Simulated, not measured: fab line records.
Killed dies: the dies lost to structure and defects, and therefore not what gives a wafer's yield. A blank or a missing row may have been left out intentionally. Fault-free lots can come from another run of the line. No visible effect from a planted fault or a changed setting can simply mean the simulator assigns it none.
fab line records	flow sky130
record lots=7	wafers=21	last-day=49
route steps=708 shown VIA2@525 METAL3@532 CAPM@537
lots with no fault: from the same line, run without faults
start-h: hours from the record's opening day to when the first of the lot's shown wafers began	wait-h: hours since the lot's step before	" identical to the entry in the row above	L1.1+2: one row covering several wafers at once	- either no value or no given start	* or withheld: withheld	< > ~ a bound
route shown NAME@n: names a module that has steps shown in the file, with the first one's number in the route	usual: mean/standard deviation of fault-free wafers	same: alike in all rows	chamber/n: place in a boat	sites: each site's reading	_std_site: standard deviation across them	_edge_site: outer sites' mean less inner sites'	radius-mm: how far each site lies from the wafer's centre	mask NAME#n: copy n	behind: the tool/chamber that last shaped the wafer	hold: cause of the lot's hold/its duration in hours/its outcome	device: the n, p or np transistor that did not switch	end of line: the route-end tests of the same wafers	for a step that has no rows: nothing shown but its recipe	killed: the dies lost at the first sort to structure and to defects; this is not the yield of the wafer	map: shows each die of a wafer: x if killed, . if not, _ if none is there
set.NAME: the setting as run; set.NAME@STEP: as run at that earlier step	model.NAME: the simulator's own value behind a step, which no gauge read
a table for each step, a row for each wafer; lots at some steps of the route
services: when a tool's chamber went out of use (start-h, in hours from the record's first day, below 0 if earlier), for how many hours, and the reason
## steps
# step SKY_VIA2_CLEAN_18
# recipe chemistry=IPA	time-s=180	temp-c=25
# step SKY_VIA2_CLEAN_19
# recipe chemistry=O3/DIW	dry=n2-spin
# step SKY_VIA2_SPUTTER_20
# recipe material=TiN	target-thk-nm=20	chamber-pressure-pa=5	power-w=4000	time-s=80
# step SKY_VIA2_CVD_21
# recipe material=W	target-thk-nm=420	time-s=126.4	temp-c=400	pressure-torr=40
# step SKY_VIA2_RS_MEAS_22
# recipe thk-meas-gauge=four-point-probe	reads=W_of_VIA2_CVD_21+TiN_of_VIA2_SPUTTER_20
# usual VIA2_W_RS=0.271/0.0054
lot.wafer	tool	chamber	start-h	wait-h	VIA2_W_RS[ohm/sq]
L866.1	film-metro-01	-	877.85	0.1	0.269
L866.2	"	-	"	"	0.276
L866.5	"	-	"	"	0.276
L868.1	film-metro-04	-	902.55	0.1	0.274
L868.3	"	-	"	"	0.273
L868.5	"	-	"	"	0.267
L870.1	film-metro-04	-	923.26	0.1	0.275
L870.2	"	-	"	"	0.262
L870.3	"	-	"	"	0.266
L872.2	film-metro-02	-	936.19	0.1	0.267
L872.4	"	-	"	"	0.277
L872.5	"	-	"	"	0.280
L876.2	film-metro-01	-	965.20	0.1	0.266
L876.4	"	-	"	"	0.265
L876.6	"	-	"	"	0.268
L877.2	film-metro-01	-	968.49	0.1	0.273
L877.4	"	-	"	"	0.264
L877.5	"	-	"	"	0.265
L878.1	film-metro-04	-	974.64	0.1	0.283
L878.2	"	-	"	"	0.271
L878.4	"	-	"	"	0.269
# step SKY_VIA2_THK_MEAS_23
# recipe thk-meas-gauge=xrf	reads=W_of_VIA2_CVD_21
# usual VIA2_W_THK=428/9.8
lot.wafer	tool	chamber	start-h	wait-h	VIA2_W_THK[nm]
L866.1	film-metro-01	-	877.97	0.1	436
L866.2	"	-	"	"	424
L866.5	"	-	"	"	421
L868.1	film-metro-04	-	902.67	0.1	424
L868.3	"	-	"	"	426
L868.5	"	-	"	"	432
L870.1	film-metro-04	-	923.38	0.1	421
L870.2	"	-	"	"	444
L870.3	"	-	"	"	433
L872.2	film-metro-02	-	936.30	0.1	435
L872.4	"	-	"	"	416
L872.5	"	-	"	"	413
L876.2	film-metro-01	-	965.31	0.1	446
L876.4	"	-	"	"	446
L876.6	"	-	"	"	439
L877.2	film-metro-01	-	968.60	0.1	428
L877.4	"	-	"	"	446
L877.5	"	-	"	"	442
L878.1	film-metro-04	-	974.76	0.1	411
L878.2	"	-	"	"	428
L878.4	"	-	"	"	432
# step SKY_VIA2_CMP_24
# recipe stop-on=SiO2	t-overpolish-s=20	down-force-psi=3.5	platen-rpm=60	target-thk-nm=0	pad-velocity-m-s=0.94248
# usual motor-current-A=11.5/1.1	overpolish-run-s=20.000/0.009	time-to-endpoint-s=103/4.2
lot.wafer	tool	chamber	start-h	wait-h	motor-current-A	overpolish-run-s	time-to-endpoint-s
L866.2	cmp-02	0	878.17	0.2	12.0	19.986	105
L866.1	"	3	"	"	9.8	19.994	106
L866.5	"	0	"	"	11.8	20.001	105
L868.1	cmp-02	2	902.78	0.1	12.2	20.011	105
L868.3	"	3	"	"	9.9	20.011	106
L868.5	"	1	"	"	12.4	19.999	107
L870.3	cmp-02	3	923.49	0.1	9.6	19.993	103
L870.2	"	0	"	"	12.0	19.993	111
L870.1	"	1	"	"	12.4	20.001	100
L872.2	cmp-02	0	939.57	3.3	11.9	20.009	110
L872.4	"	2	"	"	12.7	19.987	95
L872.5	"	1	"	"	12.2	19.990	98
L876.4	cmp-02	3	965.36	0.0	9.6	19.998	103
L876.2	"	2	"	"	12.9	20.020	102
L876.6	"	0	"	"	11.9	19.994	109
L877.4	cmp-01	3	968.70	0.1	9.9	19.978	112
L877.2	"	1	"	"	11.2	19.997	104
L877.5	"	2	"	"	10.5	20.009	115
L878.4	cmp-01	1	974.82	0.0	10.7	19.997	107
L878.1	"	2	"	"	10.3	20.017	106
L878.2	"	0	"	"	9.8	20.004	106
# step SKY_METAL3_SPUTTER_00
# recipe material=Ti	target-thk-nm=15	power-w=3000	time-s=10	chamber-pressure-pa=0.4
# usual throttle-valve-pct=29.9/1.1
lot.wafer	tool	chamber	start-h	wait-h	throttle-valve-pct
L866.1	pvd-sputter-01	-	878.47	0.1	30.0
L866.2	"	-	"	"	29.2
L866.5	"	-	"	"	29.0
L868.1	pvd-sputter-01	-	903.03	0.2	30.9
L868.3	"	-	"	"	30.2
L868.5	"	-	"	"	30.3
L870.1	pvd-sputter-01	-	923.74	0.1	30.2
L870.2	"	-	"	"	29.1
L870.3	"	-	"	"	30.1
L872.2	pvd-sputter-03	-	939.87	0.2	29.3
L872.4	"	-	"	"	30.7
L872.5	"	-	"	"	31.6
L876.2	pvd-sputter-01	-	965.66	0.1	29.0
L876.4	"	-	"	"	29.9
L876.6	"	-	"	"	30.6
L877.2	pvd-sputter-03	-	968.95	0.1	31.0
L877.4	"	-	"	"	31.4
L877.5	"	-	"	"	31.8
L878.1	pvd-sputter-03	-	975.12	0.2	31.2
L878.2	"	-	"	"	29.5
L878.4	"	-	"	"	31.5
# step SKY_METAL3_SPUTTER_01
# recipe material=TiN	target-thk-nm=20	power-w=6500	time-s=16.7	chamber-pressure-pa=0.4
# step SKY_METAL3_SPUTTER_02
# recipe material=AlCu	target-thk-nm=735	power-w=10600	time-s=39.1	chamber-pressure-pa=0.4
# usual throttle-valve-pct=29.9/1.1
lot.wafer	tool	chamber	start-h	wait-h	throttle-valve-pct
L866.1	pvd-sputter-01	-	878.52	0.0	30.3
L866.2	"	-	"	"	29.2
L866.5	"	-	"	"	29.0
L868.1	pvd-sputter-01	-	903.07	0.0	30.8
L868.3	"	-	"	"	30.2
L868.5	"	-	"	"	30.3
L870.1	pvd-sputter-01	-	923.78	0.0	29.9
L870.2	"	-	"	"	29.1
L870.3	"	-	"	"	30.3
L872.2	pvd-sputter-03	-	939.92	0.0	29.2
L872.4	"	-	"	"	30.9
L872.5	"	-	"	"	31.5
L876.2	pvd-sputter-01	-	965.71	0.0	28.9
L876.4	"	-	"	"	30.1
L876.6	"	-	"	"	30.6
L877.2	pvd-sputter-03	-	969.00	0.0	31.1
L877.4	"	-	"	"	31.5
L877.5	"	-	"	"	31.5
L878.1	pvd-sputter-03	-	975.17	0.0	30.7
L878.2	"	-	"	"	29.2
L878.4	"	-	"	"	31.8
# step SKY_METAL3_SPUTTER_03
# recipe material=Ti	target-thk-nm=5	power-w=3000	time-s=3.3	chamber-pressure-pa=0.4
# usual throttle-valve-pct=29.9/1.1
lot.wafer	tool	chamber	start-h	wait-h	throttle-valve-pct
L866.1	pvd-sputter-01	-	878.56	0.0	29.9
L866.2	"	-	"	"	28.6
L866.5	"	-	"	"	29.2
L868.1	pvd-sputter-01	-	903.11	0.0	30.8
L868.3	"	-	"	"	30.3
L868.5	"	-	"	"	30.1
L870.1	pvd-sputter-01	-	923.82	0.0	30.0
L870.2	"	-	"	"	29.2
L870.3	"	-	"	"	30.0
L872.2	pvd-sputter-03	-	939.95	0.0	28.9
L872.4	"	-	"	"	31.2
L872.5	"	-	"	"	31.6
L876.2	pvd-sputter-01	-	965.75	0.0	29.1
L876.4	"	-	"	"	29.7
L876.6	"	-	"	"	30.8
L877.2	pvd-sputter-03	-	969.04	0.0	31.1
L877.4	"	-	"	"	31.6
L877.5	"	-	"	"	31.3
L878.1	pvd-sputter-03	-	975.21	0.0	31.0
L878.2	"	-	"	"	29.1
L878.4	"	-	"	"	31.5
# step SKY_METAL3_SPUTTER_04
# recipe material=TiN	target-thk-nm=70	power-w=6500	time-s=58.3	chamber-pressure-pa=0.4
# usual throttle-valve-pct=29.9/1.1
lot.wafer	tool	chamber	start-h	wait-h	throttle-valve-pct
L866.1	pvd-sputter-01	-	878.58	0.0	30.1
L866.2	"	-	"	"	29.1
L866.5	"	-	"	"	29.0
L868.1	pvd-sputter-01	-	903.13	0.0	30.8
L868.3	"	-	"	"	29.8
L868.5	"	-	"	"	30.0
L870.1	pvd-sputter-01	-	923.84	0.0	30.1
L870.2	"	-	"	"	29.0
L870.3	"	-	"	"	30.1
L872.2	pvd-sputter-03	-	939.97	0.0	29.2
L872.4	"	-	"	"	31.0
L872.5	"	-	"	"	31.6
L876.2	pvd-sputter-01	-	965.77	0.0	29.2
L876.4	"	-	"	"	30.0
L876.6	"	-	"	"	30.9
L877.2	pvd-sputter-03	-	969.06	0.0	31.1
L877.4	"	-	"	"	31.6
L877.5	"	-	"	"	31.6
L878.1	pvd-sputter-03	-	975.23	0.0	30.9
L878.2	"	-	"	"	29.1
L878.4	"	-	"	"	31.4
# step SKY_CAPM_CVD_00
# recipe material=SiO2	target-thk-nm=15.5	temp-c=400	time-s=withheld	rf-w=450
# usual heater-power-outer-w=443/79	heater-power-w=734/100
lot.wafer	tool	chamber	start-h	wait-h	heater-power-outer-w	heater-power-w
L866.1	pecvd-02	2	878.62	0.0	528	856
L866.2	"	0	"	"	395	690
L866.5	"	0	"	"	390	705
L868.1	pecvd-04	2	903.18	0.0	598	904
L868.3	"	1	"	"	524	859
L868.5	"	2	"	"	583	929
L868.1	pecvd-04	2	903	-	615	898
L868.3	"	1	"	"	542	864
L868.5	"	2	"	"	586	910
L870.1	pecvd-01	0	923.89	0.0	372	647
L870.2	"	1	"	"	393	689
L870.3	"	2	"	"	470	770
L872.2	pecvd-04	1	940.02	0.0	497	819
L872.4	"	0	"	"	302	519
L872.5	"	2	"	"	579	868
L876.2	pecvd-01	1	965.82	0.0	349	644
L876.4	"	0	"	"	369	631
L876.6	"	2	"	"	513	809
L876.2	pecvd-01	1	966	-	342	626
L876.4	"	0	"	"	362	648
L876.6	"	2	"	"	522	822
L877.2	pecvd-04	0	969.11	0.0	333	552
L877.4	"	2	"	"	605	924
L877.5	"	1	"	"	471	789
L877.2	pecvd-04	0	969	-	320	546
L877.4	"	2	"	"	614	922
L877.5	"	1	"	"	478	796
L878.1	pecvd-01	2	975.28	0.0	541	864
L878.2	"	0	"	"	382	679
L878.4	"	2	"	"	540	848
# step SKY_CAPM_THK_MEAS_01
# recipe reads=SiO2_of_CAPM_CVD_00
# usual CAPM_CVD_00_THK=15.44/0.2
lot.wafer	tool	chamber	start-h	wait-h	CAPM_CVD_00_THK[nm]
L866.1	film-metro-03	-	878.65	-	14.99
L866.2	"	-	"	"	15.15
L866.5	"	-	"	"	15.26
L868.1	film-metro-01	-	903.39	-	30.47
L868.3	"	-	"	"	30.39
L868.5	"	-	"	"	30.87
L868.1	film-metro-01	-	903.62	0.2	30.44
L868.3	"	-	"	"	30.40
L868.5	"	-	"	"	31.03
L870.1	film-metro-03	-	923.91	-	15.26
L870.2	"	-	"	"	15.55
L870.3	"	-	"	"	15.51
L872.2	film-metro-03	-	940.05	-	15.17
L872.4	"	-	"	"	15.67
L872.5	"	-	"	"	15.74
L876.2	film-metro-02	-	966.04	-	30.89
L876.4	"	-	"	"	30.95
L876.6	"	-	"	"	30.74
L876.2	film-metro-02	-	966.26	0.2	30.92
L876.4	"	-	"	"	30.89
L876.6	"	-	"	"	30.72
L877.2	film-metro-02	-	969.33	-	31.04
L877.4	"	-	"	"	31.15
L877.5	"	-	"	"	31.35
L877.2	film-metro-02	-	969.61	0.3	31.05
L877.4	"	-	"	"	31.13
L877.5	"	-	"	"	31.26
L878.1	film-metro-01	-	975.30	-	15.23
L878.2	"	-	"	"	15.35
L878.4	"	-	"	"	15.48
## services
tool	chamber	start-h	hours	kind
cmp-01	-	877.87	1.8	repair
pecvd-01	0	882.48	3.6	repair
pecvd-02	2	887.92	1.7	repair
cmp-01	-	902.11	4.2	pm
pvd-sputter-01	-	906.17	2.1	repair
cmp-01	-	908.95	1.6	repair
cmp-02	-	912.00	4.0	pm
pecvd-02	-	914.64	2.8	pm
cmp-02	-	916.00	-	consumable-replace:conditioner
cmp-02	-	916.00	-	consumable-replace:pad
pvd-sputter-01	0	924.80	-	consumable-replace:kit
pvd-sputter-01	0	924.80	18.0	scheduled-down
pvd-sputter-01	0	924.80	18.0	vent-cycle
cmp-01	-	926.83	20.7	pm
pecvd-04	0	933.77	5.5	scheduled-down
pvd-sputter-01	-	943.68	4.6	repair
cmp-02	-	953.28	0.9	repair
## key
first-sign step=SKY_CAPM_CVD_00	reading=visit	direction=added
effect step=SKY_CAPM_THK_MEAS_01	reading=visit	direction=added
effect step=SKY_CAPM_THK_MEAS_01	reading=CAPM_CVD_00_THK	direction=up	sigmas=77	usual=15.44	struck=30.87
met-at SKY_CAPM_CVD_00
struck-wafers L868.1,L868.3,L868.5,L876.2,L876.4,L876.6,L877.2,L877.4,L877.5
scrapped-behind SKY_CAPM_THK_MEAS_01 L868.1,L868.3,L868.5,L876.2,L876.4,L876.6,L877.2,L877.4,L877.5
fault kind=repeated-step-whole	tool=pecvd-01,pecvd-02,pecvd-04	chamber=-	onset-h=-	steps=SKY_CAPM_CVD_00	times=1	scope=struck-lots-only
